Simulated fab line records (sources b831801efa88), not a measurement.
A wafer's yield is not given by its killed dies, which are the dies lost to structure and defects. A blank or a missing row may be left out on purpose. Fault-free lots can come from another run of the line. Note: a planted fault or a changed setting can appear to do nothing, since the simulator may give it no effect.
Which tool is to blame? | flow sky130 | Sampling: 24 lots, 72 wafers, 6 of 708 route steps

## WHAT THE GAUGES READ, wafer by wafer
SKY_METAL1_CD_MEAS_15: target cd 140 nm. Usual: 139.4 nm for cd-nm, sd 1.3.
lot  | measured     | on        | cd-nm (nm)        | flag
L074 | day 32 17:53 | cd-sem-01 | 137.9 138.2 138.1 |
L075 | day 33 01:48 | cd-sem-02 | 137.5 138.1 137.2 |
L076 | day 33 02:05 | cd-sem-02 | 139.0 137.0 139.9 |
L077 | day 33 16:44 | cd-sem-01 | 138.7 140.8 139.4 |
L080 | day 35 01:22 | cd-sem-01 | 139.4 138.5 138.1 |
L079 | day 35 05:01 | cd-sem-02 | 141.1 139.3 139.2 |
L078 | day 35 06:16 | cd-sem-02 | 139.7 139.9 140.2 |
L081 | day 35 10:57 | cd-sem-01 | 141.3 141.8 141.1 |
L083 | day 35 17:56 | cd-sem-02 | 140.4 138.8 137.8 |
L082 | day 35 18:08 | cd-sem-01 | 139.7 139.7 140.3 |
L084 | day 35 21:23 | cd-sem-02 | 141.4 141.5 140.4 |
L085 | day 36 12:41 | cd-sem-02 | 139.2 141.1 140.1 |
L086 | day 36 19:33 | cd-sem-02 | 139.7 139.8 141.4 |
L087 | day 37 02:02 | cd-sem-02 | 136.8 137.6 138.8 |
L088 | day 37 06:34 | cd-sem-02 | 139.8 140.1 138.6 |
L089 | day 37 14:13 | cd-sem-01 | 137.9 138.6 137.8 |
L090 | day 37 20:48 | cd-sem-02 | 140.7 139.8 137.2 |
L091 | day 38 04:25 | cd-sem-01 | 141.3 139.9 139.8 |
L092 | day 38 13:35 | cd-sem-01 | 140.5 139.0 141.2 |
L094 | day 39 03:29 | cd-sem-02 | 139.8 139.6 140.9 |
L093 | day 39 03:53 | cd-sem-01 | 138.1 138.1 136.4 |
L095 | day 39 21:32 | cd-sem-01 | 139.6 138.8 139.1 |
L096 | day 39 22:46 | cd-sem-01 | 140.9 140.1 140.1 |
L097 | day 39 23:02 | cd-sem-02 | 140.3 141.0 139.1 |

SKY_METAL2_THK_MEAS_06: measures by xrf. Usual: METAL2_ALCU_THK typically reads 247 nm, with standard deviation 4.
lot  | measured     | on            | METAL2_ALCU_THK (nm) | flag
L074 | day 33 23:16 | film-metro-01 | 245 247 248          |
L075 | day 34 07:19 | film-metro-04 | 246 245 245          |
L076 | day 34 07:40 | film-metro-02 | 244 244 243          |
L077 | day 34 21:43 | film-metro-04 | 249 249 247          |
L080 | day 36 06:47 | film-metro-04 | 243 249 244          |
L079 | day 36 10:40 | film-metro-04 | 247 247 245          |
L078 | day 36 12:10 | film-metro-04 | 246 244 244          |
L081 | day 36 17:11 | film-metro-01 | 248 242 247          |
L083 | day 36 23:20 | film-metro-01 | 253 251 256          |
L082 | day 36 23:40 | film-metro-01 | 254 255 257          |
L084 | day 37 03:04 | film-metro-01 | 251 251 253          |
L085 | day 37 17:14 | film-metro-01 | 249 251 248          |
L086 | day 38 00:42 | film-metro-04 | 247 248 247          |
L087 | day 38 07:14 | film-metro-04 | 248 248 248          |
L088 | day 38 10:22 | film-metro-04 | 242 242 244          |
L089 | day 38 18:23 | film-metro-02 | 252 248 252          |
L090 | day 39 01:28 | film-metro-01 | 245 243 249          |
L091 | day 39 08:07 | film-metro-02 | 248 247 251          |
L092 | day 39 17:28 | film-metro-04 | 247 251 250          |
L094 | day 40 06:35 | film-metro-02 | 241 242 240          |
L093 | day 40 07:32 | film-metro-01 | 245 246 246          |
L095 | day 41 00:35 | film-metro-02 | 243 241 241          |
L096 | day 41 02:14 | film-metro-02 | 240 240 242          |
L097 | day 41 02:29 | film-metro-01 | 247 249 248          |

SKY_VIA4_BOW_MEAS_03. Usual: VIA4_BOW typically reads 81 um, with standard deviation 8.8.
lot  | measured     | on            | VIA4_BOW (um) | flag
L074 | day 41 15:49 | film-metro-03 | 89 98 82      |
L075 | day 41 23:01 | film-metro-03 | 77 68 87      |
L076 | day 42 03:07 | film-metro-01 | 77 75 75      |
L077 | day 42 14:19 | film-metro-03 | 82 74 67      |
L080 | day 43 18:07 | film-metro-02 | 73 78 88      |
L079 | day 43 21:20 | film-metro-03 | 87 75 79      |
L078 | day 43 23:05 | film-metro-03 | 67 60 66      |
L081 | day 44 03:18 | film-metro-03 | 72 72 83      |
L083 | day 44 07:37 | film-metro-02 | 73 70 76      |
L082 | day 44 10:34 | film-metro-03 | 103 90 86     |
L084 | day 44 12:10 | film-metro-03 | 80 79 78      |
L085 | day 45 00:06 | film-metro-02 | 78 82 87      |
L086 | day 45 06:14 | film-metro-02 | 91 83 79      |
L087 | day 45 12:50 | film-metro-03 | 93 87 86      |
L088 | day 45 14:16 | film-metro-02 | 75 76 72      |
L089 | day 45 22:08 | film-metro-01 | 89 84 92      |
L090 | day 46 03:37 | film-metro-03 | 95 92 94      |
L091 | day 46 09:52 | film-metro-03 | 77 85 82      |
L092 | day 46 14:50 | film-metro-02 | 77 74 89      |
L094 | day 47 03:19 | film-metro-03 | 82 73 87      |
L093 | day 47 04:16 | film-metro-01 | 76 82 74      |
L095 | day 47 17:57 | film-metro-01 | 80 79 86      |
L096 | day 47 19:45 | film-metro-01 | 96 82 94      |
L097 | day 47 20:25 | film-metro-02 | 84 95 85      |

SKY_METAL5_RS_MEAS_05: measures by four-point-probe. Usual: METAL5_ALCU_RS typically reads 0.02713 ohm/sq, with standard deviation 0.0003.
lot  | measured     | on            | METAL5_ALCU_RS (ohm/sq) | flag
L074 | day 42 15:59 | film-metro-03 | 0.02688 0.02718 0.02724 |
L075 | day 42 23:21 | film-metro-02 | 0.02733 0.02744 0.02727 |
L076 | day 43 03:10 | film-metro-03 | 0.02676 0.02677 0.02695 |
L077 | day 43 14:43 | film-metro-04 | 0.02724 0.02704 0.02684 |
L080 | day 44 17:37 | film-metro-03 | 0.02707 0.02678 0.02693 |
L079 | day 44 21:56 | film-metro-02 | 0.02726 0.0271 0.02703  |
L078 | day 44 22:11 | film-metro-04 | 0.02752 0.02699 0.02734 |
L081 | day 45 02:22 | film-metro-02 | 0.02715 0.02701 0.02725 |
L083 | day 45 06:40 | film-metro-03 | 0.02751 0.02731 0.02725 |
L082 | day 45 09:08 | film-metro-04 | 0.02764 0.02747 0.02754 |
L084 | day 45 11:50 | film-metro-04 | 0.02785 0.02725 0.02745 |
L085 | day 45 22:58 | film-metro-02 | 0.02674 0.02708 0.02677 |
L086 | day 46 04:37 | film-metro-03 | 0.02723 0.02704 0.02722 |
L087 | day 46 10:42 | film-metro-04 | 0.02765 0.02718 0.02699 |
L088 | day 46 12:35 | film-metro-02 | 0.02715 0.02721 0.02721 |
L089 | day 46 20:00 | film-metro-04 | 0.02731 0.02743 0.02715 |
L090 | day 47 01:11 | film-metro-03 | 0.02685 0.02657 0.02699 |
L091 | day 47 07:24 | film-metro-03 | 0.02701 0.02702 0.02698 |
L092 | day 47 12:10 | film-metro-04 | 0.02687 0.02677 0.02677 |
L094 | day 48 00:47 | film-metro-02 | 0.02692 0.02698 0.027   |
L093 | day 48 02:11 | film-metro-04 | 0.02687 0.02691 0.02701 |
L095 | day 48 14:21 | film-metro-03 | 0.02693 0.02668 0.02758 |
L096 | day 48 15:22 | film-metro-04 | 0.02758 0.02786 0.02743 |
L097 | day 48 17:15 | film-metro-02 | 0.02711 0.02744 0.02729 |

## TOOL THAT RAN EACH LOT (tool first, then ch and the chambers of the sampled wafers, then the start)
lot  | SKY_LOCAL_INTERCONNECT_ETCH_13    | SKY_CAP2M_METAL_ETCH_13
L074 | rie-metal-02 ch 0,1, day 30 07:57 | rie-metal-01 ch 0, day 40 14:26
L075 | rie-metal-02 ch 0,1, day 30 15:08 | rie-metal-01 ch 0,1, day 40 20:55
L076 | rie-metal-03 ch 1, day 30 15:45   | rie-metal-02 ch 0,1, day 41 00:49
L077 | rie-metal-03 ch 0,1, day 31 06:05 | rie-metal-04 ch 1, day 41 12:58
L080 | rie-metal-02 ch 0, day 32 18:36   | rie-metal-04 ch 0,1, day 42 16:50
L079 | rie-metal-03 ch 0,1, day 32 21:13 | rie-metal-04 ch 0,1, day 42 20:44
L078 | rie-metal-04 ch 0,1, day 32 22:33 | rie-metal-01 ch 0,1, day 42 22:11
L081 | rie-metal-03 ch 1, day 33 03:42   | rie-metal-02 ch 0,1, day 43 02:43
L083 | rie-metal-04 ch 0,1, day 33 08:54 | rie-metal-02 ch 0,1, day 43 06:56
L082 | rie-metal-03 ch 0,1, day 33 09:59 | rie-metal-02 ch 0,1, day 43 09:50
L084 | rie-metal-02 ch 0,1, day 33 13:14 | rie-metal-01 ch 0,1, day 43 11:02
L085 | rie-metal-03 ch 0,1, day 34 04:56 | rie-metal-02 ch 0,1, day 43 23:53
L086 | rie-metal-02 ch 0,1, day 34 11:53 | rie-metal-01 ch 0,1, day 44 06:34
L087 | rie-metal-02 ch 1, day 34 19:26   | rie-metal-04 ch 0,1, day 44 12:56
L088 | rie-metal-04 ch 0, day 34 22:19   | rie-metal-02 ch 0,1, day 44 14:23
L089 | rie-metal-02 ch 1, day 35 05:16   | rie-metal-04 ch 0,1, day 44 21:56
L090 | rie-metal-03 ch 0,1, day 35 13:18 | rie-metal-02 ch 1, day 45 03:44
L091 | rie-metal-03 ch 0,1, day 35 21:39 | rie-metal-04 ch 0, day 45 10:26
L092 | rie-metal-04 ch 0,1, day 36 07:43 | rie-metal-01 ch 0,1, day 45 16:34
L094 | rie-metal-02 ch 0,1, day 36 21:07 | rie-metal-04 ch 0,1, day 46 04:59
L093 | rie-metal-03 ch 0,1, day 36 21:10 | rie-metal-02 ch 0,1, day 46 05:40
L095 | rie-metal-02 ch 0,1, day 37 16:48 | rie-metal-02 ch 0,1, day 46 19:47
L096 | rie-metal-03 ch 0,1, day 37 17:57 | rie-metal-04 ch 0,1, day 46 21:20
L097 | rie-metal-02 ch 0,1, day 37 18:56 | rie-metal-02 ch 0,1, day 46 21:49
- SKY_LOCAL_INTERCONNECT_ETCH_13: etches BARC in N2/H2, stops on SiO2, time 45.9 s, target depth 60 nm.
- SKY_CAP2M_METAL_ETCH_13: etches TiN in Cl2/BCl3, stops on SiO2, target depth 220 nm, time 62.9 s.

## WHAT THE TOOLS THEMSELVES READ (means of the sampled wafers that have a number; where no wafer has one, the mark that the record gives instead)
SKY_LOCAL_INTERCONNECT_ETCH_13. Usual: chamber-pressure-mTorr 30.000 mTorr, standard deviation 0.027; drypump-motor-current-A 5.83 A, standard deviation 0.24; oes-product-au 0.856 a.u., standard deviation 0.0049; throttle-valve-pct 13.223 %, standard deviation 0.0094.
lot  | tool         | chamber-pressure-mTorr (mTorr) | drypump-motor-current-A (A) | oes-product-au (a.u.) | throttle-valve-pct (%) | flag
L074 | rie-metal-02 | 29.996                         | 5.73                        | 0.855                 | 13.220                 |
L075 | rie-metal-02 | 30.006                         | 5.89                        | 0.859                 | 13.224                 |
L076 | rie-metal-03 | 29.998                         | 5.72                        | 0.856                 | 13.230                 |
L077 | rie-metal-03 | 30.017                         | 5.71                        | 0.857                 | 13.219                 |
L080 | rie-metal-02 | 29.984                         | 5.53                        | 0.856                 | 13.218                 |
L079 | rie-metal-03 | 29.980                         | 5.70                        | 0.858                 | 13.232                 |
L078 | rie-metal-04 | 29.975                         | 6.05                        | 0.857                 | 13.228                 |
L081 | rie-metal-03 | 30.024                         | 5.71                        | 0.862                 | 13.218                 |
L083 | rie-metal-04 | 30.010                         | 6.21                        | 0.861                 | 13.220                 |
L082 | rie-metal-03 | 30.008                         | 5.70                        | 0.854                 | 13.226                 |
L084 | rie-metal-02 | 29.971                         | 5.72                        | 0.854                 | 13.225                 |
L085 | rie-metal-03 | 29.979                         | 5.72                        | 0.853                 | 13.224                 |
L086 | rie-metal-02 | 29.981                         | 5.72                        | 0.859                 | 13.226                 |
L087 | rie-metal-02 | 30.015                         | 6.08                        | 0.852                 | 13.222                 |
L088 | rie-metal-04 | 29.994                         | 5.93                        | 0.857                 | 13.233                 |
L089 | rie-metal-02 | 29.998                         | 6.08                        | 0.855                 | 13.231                 |
L090 | rie-metal-03 | 30.007                         | 5.72                        | 0.861                 | 13.217                 |
L091 | rie-metal-03 | 30.006                         | 5.70                        | 0.853                 | 13.222                 |
L092 | rie-metal-04 | 30.014                         | 6.21                        | 0.860                 | 13.217                 |
L094 | rie-metal-02 | 29.990                         | 5.89                        | 0.855                 | 13.223                 |
L093 | rie-metal-03 | 29.992                         | 5.72                        | 0.853                 | 13.225                 |
L095 | rie-metal-02 | 30.012                         | 5.74                        | 0.857                 | 13.223                 |
L096 | rie-metal-03 | 30.007                         | 5.72                        | 0.858                 | 13.227                 |
L097 | rie-metal-02 | 29.992                         | 5.93                        | 0.854                 | 13.222                 |

SKY_CAP2M_METAL_ETCH_13. Usual: chamber-pressure-mTorr 10.000 mTorr, standard deviation 0.0094; drypump-motor-current-A 5.9 A, standard deviation 0.36; oes-product-au 0.941 a.u., standard deviation 0.0073; throttle-valve-pct 21.902 %, standard deviation 0.0093.
lot  | tool         | chamber-pressure-mTorr (mTorr) | drypump-motor-current-A (A) | oes-product-au (a.u.) | throttle-valve-pct (%) | flag
L074 | rie-metal-01 | 9.996                          | 5.2                         | 0.929                 | 21.907                 |
L075 | rie-metal-01 | 9.995                          | 5.7                         | 0.941                 | 21.907                 |
L076 | rie-metal-02 | 9.999                          | 5.7                         | 0.936                 | 21.905                 |
L077 | rie-metal-04 | 10.002                         | 6.3                         | 0.937                 | 21.896                 |
L080 | rie-metal-04 | 9.997                          | 6.2                         | 0.938                 | 21.905                 |
L079 | rie-metal-04 | 10.006                         | 6.2                         | 0.940                 | 21.899                 |
L078 | rie-metal-01 | 10.005                         | 5.4                         | 0.948                 | 21.900                 |
L081 | rie-metal-02 | 9.988                          | 5.7                         | 0.946                 | 21.907                 |
L083 | rie-metal-02 | 10.004                         | 5.7                         | 0.939                 | 21.902                 |
L082 | rie-metal-02 | 9.998                          | 5.9                         | 0.939                 | 21.899                 |
L084 | rie-metal-01 | 9.985                          | 5.7                         | 0.950                 | 21.894                 |
L085 | rie-metal-02 | 9.998                          | 5.7                         | 0.938                 | 21.908                 |
L086 | rie-metal-01 | 9.992                          | 5.7                         | 0.942                 | 21.908                 |
L087 | rie-metal-04 | 10.005                         | 6.2                         | 0.935                 | 21.901                 |
L088 | rie-metal-02 | 10.002                         | 5.7                         | 0.949                 | 21.897                 |
L089 | rie-metal-04 | 10.000                         | 6.0                         | 0.943                 | 21.892                 |
L090 | rie-metal-02 | 10.005                         | 6.1                         | 0.942                 | 21.894                 |
L091 | rie-metal-04 | 10.003                         | 5.9                         | 0.943                 | 21.892                 |
L092 | rie-metal-01 | 9.994                          | 5.7                         | 0.954                 | 21.904                 |
L094 | rie-metal-04 | 10.004                         | 6.2                         | 0.945                 | 21.898                 |
L093 | rie-metal-02 | 10.002                         | 5.7                         | 0.941                 | 21.904                 |
L095 | rie-metal-02 | 10.000                         | 5.9                         | 0.942                 | 21.894                 |
L096 | rie-metal-04 | 10.000                         | 6.0                         | 0.933                 | 21.908                 |
L097 | rie-metal-02 | 10.013                         | 5.9                         | 0.939                 | 21.906                 |

## THE ANSWER, worked out from the rows above alone
Rule: a lot counts as off when the mean over its wafers that have a number is more than 3 standard deviations away from the usual mean. A lot without any number at a reading at which 4 lots or more have one is off too. The other lots that the step has rows for count as sound. After the gauges, taken in route order, come the tools' own readings; for these a lot's mean is taken, as printed above. The first step at which some lot is off is used, and at that step the reading that is off furthest; a lot without a number counts as furthest.
No lot is off on any of the readings shown, so nothing can be concluded from this.

## WHAT THE SIMULATOR HAD INSERTED
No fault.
